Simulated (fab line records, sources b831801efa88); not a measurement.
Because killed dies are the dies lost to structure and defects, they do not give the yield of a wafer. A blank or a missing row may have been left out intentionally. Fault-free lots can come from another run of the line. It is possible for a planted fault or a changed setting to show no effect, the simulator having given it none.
Which of the tools did it?	flow gf180mcu	15 lots with 45 wafers sampled at 6 steps, on a route of 602 steps

== WHAT EACH GAUGE READ, for each wafer ==
GF_HV_LDD_TW_MEAS_38.
lot	measured	on	HV_LDD_3_TW
L438	day 11 23:20	film metro-02	1436 1442 1436
L440	day 12 20:35	film metro-01	1427 1439 1433
L441	day 13 01:40	film metro-04	1416 1417 1419
L442	day 13 09:47	film metro-04	1416 1414 1423
L444	day 14 07:31	film metro-02	1327 1321 1318 1323 1319 1319
L445	day 14 11:56	film metro-04	1295 1288 1295 1294 1305 1295
L446	day 14 16:23	film metro-01	1311 1320 1314 1314 1320 1319
L448	day 15 09:53	film metro-04	1414 1416 1415
L450	day 15 22:25	film metro-02	1434 1439 1440
L451	day 16 07:32	film metro-04	1417 1418 1409
L452	day 16 22:11	film metro-04	1419 1424 1418
L454	day 17 09:02	film metro-04	1423 1418 1427
L457	day 18 05:22	film metro-04	1422 1417 1421
L458	day 18 11:28	film metro-01	1436 1443 1445
L460	day 19 11:41	film metro-02	1445 1451 1445

GF_HV_LDD_RS_MEAS_53: measurement is done with a four-point probe.
lot	measured	on	HV_LDD_RS (ohm/sq)
L438	day 12 18:52	film metro-02	418.9 416.9 418.4
L440	day 13 16:10	film metro-04	420.0 419.3 418.9
L441	day 13 22:30	film metro-01	417.9 417.9 417.9
L442	day 14 07:13	film metro-01	418.8 418.3 418.9
L444	day 15 05:20	film metro-04	439.5 440.6 440.4 440.5 440.2 441.2
L445	day 15 10:30	film metro-04	437.7 437.3 435.7 437.4 438.0 438.0
L446	day 15 14:14	film metro-02	439.6 438.7 439.1 439.0 438.7 439.2
L448	day 16 08:26	film metro-01	418.2 418.4 417.7
L450	day 16 21:35	film metro-01	420.2 419.8 419.4
L451	day 17 06:58	film metro-04	418.2 418.7 419.1
L452	day 17 21:34	film metro-01	419.8 419.8 419.9
L454	day 18 08:10	film metro-02	418.2 417.9 417.1
L457	day 19 05:08	film metro-01	416.8 417.3 417.7
L458	day 19 11:16	film metro-01	417.4 418.2 417.3
L460	day 20 12:26	film metro-02	418.6 419.6 417.8

GF_V1_CD_MEAS_14: the cd target is 260 nm.
lot	measured	on	cd nm (nm)
L438	day 18 13:26	cd sem-02	258.3 258.3 258.6
L440	day 19 17:23	cd sem-01	259.7 259.9 259.6
L441	day 20 01:46	cd sem-01	260.2 260.2 260.7
L442	day 20 09:11	cd sem-02	261.0 261.9 261.3
L448	day 22 14:09	cd sem-01	259.9 260.0 260.1
L450	day 23 02:02	cd sem-02	260.5 259.7 260.7
L451	day 23 13:41	cd sem-01	263.1 260.9 261.5
L452	day 24 01:41	cd sem-01	262.0 261.1 261.5
L454	day 24 19:53	cd sem-02	261.2 260.6 260.4
L457	day 25 22:32	cd sem-02	257.2 259.3 258.5
L458	day 25 23:20	cd sem-02	259.2 258.6 258.9
L460	day 26 18:24	cd sem-01	257.6 258.4 258.4

== WHICH TOOL RAN EACH LOT (tool, then ch and the chambers of the sampled wafers, then the start) ==
lot	GF_HV_LDD_IMPLANT_33	GF_HV_LDD_STRIP_37	GF_M1_STRIP_17
L438	implanter-01 ch 0, day 11 22:38	plasma asher-04 ch 0,1, day 11 23:13	plasma asher-03 ch 0,1, day 17 13:20
L440	implanter-02 ch 0, day 12 19:53	plasma asher-01 ch 0,1, day 12 20:28	plasma asher-03 ch 1, day 18 16:13
L441	implanter-02 ch 0, day 13 00:58	plasma asher-03 ch 0,1, day 13 01:34	plasma asher-01 ch 0,1, day 19 00:52
L442	implanter-02 ch 0, day 13 09:06	plasma asher-04 ch 0,1, day 13 09:40	plasma asher-02 ch 0,1, day 19 07:49
L444	implanter-02, day 14 06:49	plasma asher-01 ch 0,1, day 14 07:25	-
L445	implanter-02, day 14 11:16	plasma asher-04 ch 0,1, day 14 11:51	-
L446	implanter-01, day 14 15:43	plasma asher-01 ch 0,1, day 14 16:18	-
L448	implanter-02 ch 0, day 15 09:13	plasma asher-01 ch 0,1, day 15 09:49	plasma asher-01 ch 0,1, day 21 13:35
L450	implanter-01 ch 0, day 15 21:43	plasma asher-03 ch 0,1, day 15 22:19	plasma asher-02 ch 0,1, day 22 01:32
L451	implanter-02 ch 0, day 16 06:52	plasma asher-01 ch 0,1, day 16 07:27	plasma asher-01 ch 0,1, day 22 13:13
L452	implanter-02 ch 0, day 16 21:29	plasma asher-01 ch 0,1, day 16 22:04	plasma asher-02 ch 0,1, day 23 01:56
L454	implanter-02 ch 0, day 17 08:20	plasma asher-01 ch 0,1, day 17 08:55	plasma asher-03 ch 0,1, day 23 19:38
L457	implanter-03 ch 0, day 18 04:40	plasma asher-04 ch 0,1, day 18 05:16	plasma asher-03 ch 0,1, day 24 21:17
L458	implanter-01 ch 0, day 18 10:47	plasma asher-04 ch 0,1, day 18 11:21	plasma asher-01 ch 0,1, day 24 21:40
L460	implanter-01 ch 0, day 19 11:01	plasma asher-01 ch 0,1, day 19 11:36	plasma asher-01 ch 0,1, day 25 20:32
- GF_HV_LDD_IMPLANT_33
- GF_HV_LDD_STRIP_37: strips in O2/N2.
- GF_M1_STRIP_17: strips in O2/N2.

== AS READ BY THE TOOLS THEMSELVES (means over the sampled wafers that have a number; for cases with no such wafer, the mark the record gives instead) ==
GF_HV_LDD_IMPLANT_33.
lot	tool	beam energy keV	beam on s (s)	tilt deg (degrees)
L438	implanter-01	59.996	9.77	30.007
L440	implanter-02	60.001	9.98	29.994
L441	implanter-02	59.987	10.17	29.994
L442	implanter-02	60.005	9.79	30.004
L444	implanter-02	-	-	-
L445	implanter-02	-	-	-
L446	implanter-01	-	-	-
L448	implanter-02	60.023	10.03	30.013
L450	implanter-01	59.998	10.05	30.004
L451	implanter-02	59.974	10.07	30.023
L452	implanter-02	60.009	10.05	29.972
L454	implanter-02	59.989	9.92	29.995
L457	implanter-03	60.019	10.16	29.993
L458	implanter-01	60.018	10.11	30.005
L460	implanter-01	60.002	9.96	29.991

GF_HV_LDD_STRIP_37.
lot	tool	drypump motor current A (A)	heater power w (W)	oes product au (a.u.)	strip time to endpoint s (s)
L438	plasma asher-04	5.5	330	0.718	12.61
L440	plasma asher-01	6.2	341	0.716	12.64
L441	plasma asher-03	5.3	318	0.713	12.66
L442	plasma asher-04	5.8	338	0.716	12.66
L444	plasma asher-01	6.1	322	0.714	12.66
L445	plasma asher-04	5.5	328	0.717	12.65
L446	plasma asher-01	6.2	344	0.712	12.67
L448	plasma asher-01	6.1	326	0.720	12.64
L450	plasma asher-03	5.5	302	0.717	12.62
L451	plasma asher-01	6.1	325	0.711	12.61
L452	plasma asher-01	6.1	325	0.720	12.67
L454	plasma asher-01	6.2	323	0.717	12.62
L457	plasma asher-04	5.7	336	0.718	12.64
L458	plasma asher-04	5.8	341	0.718	12.62
L460	plasma asher-01	6.1	327	0.717	12.61

GF_M1_STRIP_17.
lot	tool	drypump motor current A (A)	heater power w (W)	oes product au (a.u.)	strip time to endpoint s (s)
L438	plasma asher-03	5.3	315	0.539	7.39
L440	plasma asher-03	5.6	291	0.536	7.36
L441	plasma asher-01	6.1	324	0.535	7.38
L442	plasma asher-02	5.2	340	0.538	7.42
L448	plasma asher-01	6.2	337	0.539	7.34
L450	plasma asher-02	5.2	344	0.542	7.40
L451	plasma asher-01	6.2	334	0.536	7.39
L452	plasma asher-02	5.2	339	0.538	7.41
L454	plasma asher-03	5.3	316	0.536	7.31
L457	plasma asher-03	5.3	320	0.538	7.37
L458	plasma asher-01	6.2	341	0.540	7.46
L460	plasma asher-01	6.1	326	0.535	7.38

== THE ANSWER, worked out from the rows above alone ==
Rule: the usual values come from the lots themselves. Put in order of their means at a reading, lots are off if they are a third of the lots or fewer, leave a main group of 4 or more, and stand apart from it by a gap of 3 or more times the standard deviation of the main group's means; of several such gaps the widest counts. If all means in a main group match to the digits the tables above print for the reading, that group is not used. A lot without any number at a reading at which 4 lots or more have one is off too. The other lots that the step has rows for count as sound. Order of review: gauges by route order, followed by the tools' own readings, for which a lot's mean as printed above is used. At the first step where some lot is off, the reading lying furthest off is the one used; lots without a number count as furthest.
Off: at GF_HV_LDD_TW_MEAS_38 (HV_LDD_3_TW), L444, L445, L446. The main group: mean 1427, standard deviation 11.
A tool fits if, at a process step before that reading, it ran every lot that is off, and no sound lot after the first of them. The gauges at GF_HV_LDD_TW_MEAS_38 aren't tried: what is off there is off at GF_HV_LDD_IMPLANT_33 too, on other tools, and a gauge's error can't cause that. Of those tried, none fits.

== WHAT THE SIMULATOR PUT IN ==
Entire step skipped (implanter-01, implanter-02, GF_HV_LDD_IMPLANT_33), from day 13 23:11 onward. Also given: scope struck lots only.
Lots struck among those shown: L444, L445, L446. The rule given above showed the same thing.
